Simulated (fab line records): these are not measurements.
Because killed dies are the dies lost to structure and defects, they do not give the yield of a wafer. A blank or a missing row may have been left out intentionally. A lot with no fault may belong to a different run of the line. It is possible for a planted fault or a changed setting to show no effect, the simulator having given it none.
Split-lot trial    flow sky130    on a route of 708 steps: 5 lots, 23 wafers read

THE SPLIT
At SKY_VIA2_HDPCVD_00 (deposits SiO2, target thk 1180 nm, time 196.7 s), the setting time_s was moved away from the recipe's 196.7 s on 10 of the 23 wafers read, by -14.5% to +9.4%. The other wafers ran this setting at the recipe's value.

There is no step in the file separating the split from the reading.

THE READING
VIA2_HDPCVD_THK at SKY_VIA2_THK_MEAS_01, in nm. A value of 1176 nm with a standard deviation of 14 nm is what fault-free wafers of this fab line usually give.

wafer   tool, chamber at the split  time_s as run, s  against the recipe  VIA2_HDPCVD_THK, nm  against lot-mates on the recipe
L074.1  hdpcvd-02, 2                196.7             recipe              1178                 -
L074.3  hdpcvd-02, 1                208.7             +6.1%               1244                 +68
L074.4  hdpcvd-02, 0                196.7             recipe              1172                 -
L074.5  hdpcvd-02, 2                196.7             recipe              1179                 -
L074.6  hdpcvd-02, 1                208.7             +6.1%               1267                 +91
L075.1  hdpcvd-02, 1                196.7             recipe              1177                 -
L075.3  hdpcvd-02, 0                168.1             -14.5%              1004                 -180
L075.4  hdpcvd-02, 1                168.1             -14.5%              1008                 -176
L075.5  hdpcvd-02, 0                168.1             -14.5%              992                  -192
L075.6  hdpcvd-02, 2                196.7             recipe              1192                 -
L078.2  hdpcvd-01, 1                170.4             -13.4%              1032                 -153
L078.3  hdpcvd-01, 2                196.7             recipe              1183                 -
L078.4  hdpcvd-01, 0                170.4             -13.4%              1048                 -137
L078.5  hdpcvd-01, 1                196.7             recipe              1192                 -
L078.6  hdpcvd-01, 2                196.7             recipe              1180                 -
L079.1  hdpcvd-01, 0                196.7             recipe              1186                 -
L079.2  hdpcvd-01, 1                196.7             recipe              1171                 -
L079.3  hdpcvd-01, 2                196.7             recipe              1177                 -
L081.2  hdpcvd-01, 1                215.1             +9.4%               1317                 +124
L081.3  hdpcvd-01, 0                215.1             +9.4%               1318                 +126
L081.4  hdpcvd-01, 0                196.7             recipe              1191                 -
L081.5  hdpcvd-01, 1                215.1             +9.4%               1304                 +112
L081.6  hdpcvd-01, 2                196.7             recipe              1194                 -

FIT RESULTS
A straight line over all 23 wafers: VIA2_HDPCVD_THK changes by +12.3 nm for each +1% of time_s; r = +0.99; the points scatter about the line by 12 nm.
The same after taking each lot's own level away (the mean of its wafers on the recipe; 23 wafers): +12.3 nm for each +1%; r = +1.00; scatter 9.3 nm.
That fit puts the effect of the largest move of time_s on the reading at 1.8e+02 nm.
The span of the lots' own levels, 1176.3 to 1192.5 nm, comes to 1.2 times the standard deviation stated above.
Consequently the slope shifts little with the lot-to-lot level, the two slopes agreeing.
Check: with one of the wafers moved furthest among these (-14.5%) left out of the fit, the line predicts -175 nm for it against its lot-mates. It came out at -180 nm against them.

OTHER SPLITS ON THESE WAFERS
Other splits were also applied to these wafers ahead of the reading. Each is held against what the fit with the lots' levels taken away leaves over:
other split on the same wafers    wafers away from the commonest value  r with VIA2_HDPCVD_THK (lot level and that fit taken away)
SKY_VIA1_ETCH_14 time_s           6                                     +0.49
SKY_METAL2_COAT_10 resist_thk_nm  7                                     -0.16
SKY_METAL2_SOFTBAKE_11 temp_c     9                                     +0.07

THE WHOLE CHAIN: every reading that the file lists as answering this split, in the file's order
step                  what it does                                     reading                                                                         change (the file's fit)               r (the file's)
SKY_VIA2_HDPCVD_00    deposits SiO2, target thk 1180 nm, time 196.7 s  SiO2_of_VIA2_HDPCVD_00.thk_nm (the simulator's own value, which no gauge read)  +12.1 nm for each +1% of the setting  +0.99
SKY_VIA2_THK_MEAS_01                                                   VIA2_HDPCVD_THK                                                                 +12.1 for each +1% of the setting     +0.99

FILE'S OWN FIT
VIA2_HDPCVD_THK changes by +12.1 nm for each +1% of time_s, r = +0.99.
